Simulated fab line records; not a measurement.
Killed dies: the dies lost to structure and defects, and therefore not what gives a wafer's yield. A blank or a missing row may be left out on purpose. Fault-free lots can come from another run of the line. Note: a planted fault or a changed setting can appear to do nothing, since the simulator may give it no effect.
Chamber matching || flow sky130 || SKY_FIELD_ISO_CMP_27 on cmp-01 has 4 sister chambers
The step polishes, stops on Si3N4, t overpolish 16 s, target thk 457.8 nm. 8 wafers are shown with their chamber, then 7 later ones without.

## WAFERS WITH THEIR CHAMBER
{"wafer": "L340.5", "chamber": 1, "motor_current_A (A)": 11.1, "time_to_endpoint_s (s)": 114}
{"wafer": "L342.2", "chamber": 2, "motor_current_A (A)": 10.2, "time_to_endpoint_s (s)": 113}
{"wafer": "L343.1", "chamber": 1, "motor_current_A (A)": 11.7, "time_to_endpoint_s (s)": 113}
{"wafer": "L343.5", "chamber": 2, "motor_current_A (A)": 10.2, "time_to_endpoint_s (s)": 118}
{"wafer": "L354.1", "chamber": 0, "motor_current_A (A)": 13.2, "time_to_endpoint_s (s)": 115}
{"wafer": "L354.3", "chamber": 3, "motor_current_A (A)": 10.2, "time_to_endpoint_s (s)": 116}
{"wafer": "L354.5", "chamber": 0, "motor_current_A (A)": 12.7, "time_to_endpoint_s (s)": 116}
{"wafer": "L356.2", "chamber": 3, "motor_current_A (A)": 10.1, "time_to_endpoint_s (s)": 111}

## WAFERS MISSING THEIR CHAMBER
{"wafer": "L356.4", "motor_current_A (A)": 12.7, "time_to_endpoint_s (s)": 115}
{"wafer": "L356.6", "motor_current_A (A)": 12.5, "time_to_endpoint_s (s)": 116}
{"wafer": "L357.1", "motor_current_A (A)": 9.5, "time_to_endpoint_s (s)": 119}
{"wafer": "L357.2", "motor_current_A (A)": 9.7, "time_to_endpoint_s (s)": 120}
{"wafer": "L357.4", "motor_current_A (A)": 11.5, "time_to_endpoint_s (s)": 114}
{"wafer": "L359.3", "motor_current_A (A)": 10.1, "time_to_endpoint_s (s)": 121}
{"wafer": "L359.5", "motor_current_A (A)": 11.0, "time_to_endpoint_s (s)": 116}

## CHAMBER TAKEN BY EACH
{"wafer": "L356.4", "from the rows above": 0, "in truth": 0}
{"wafer": "L356.6", "from the rows above": 0, "in truth": 0}
{"wafer": "L357.1", "from the rows above": "can't be placed: 2 or 3", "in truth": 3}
{"wafer": "L357.2", "from the rows above": "can't be placed: 2 or 3", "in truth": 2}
{"wafer": "L357.4", "from the rows above": 1, "in truth": 1}
{"wafer": "L359.3", "from the rows above": "can't be placed: 2 or 3", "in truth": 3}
{"wafer": "L359.5", "from the rows above": "can't be placed: 1 or 2 or 3", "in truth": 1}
3 of 7 placed correctly. From these rows, 4 cannot be placed; in 4 the true chamber is one of the candidates. Number placed wrongly: 0.
How it was worked out, from the rows above alone: a wafer's distance from a chamber is the root of the sum, over the readings, of the square of ((its reading less the chamber's mean) divided by the reading's scatter). If the next closest chamber is less than 2 further off than the closest, the wafer can't be placed; otherwise it belongs to the closest. A chamber's mean is the mean of its shown wafers. The scatter: the root of (the sum of the squares of (reading less its chamber's mean) over the shown wafers, divided by (wafers less chambers)).
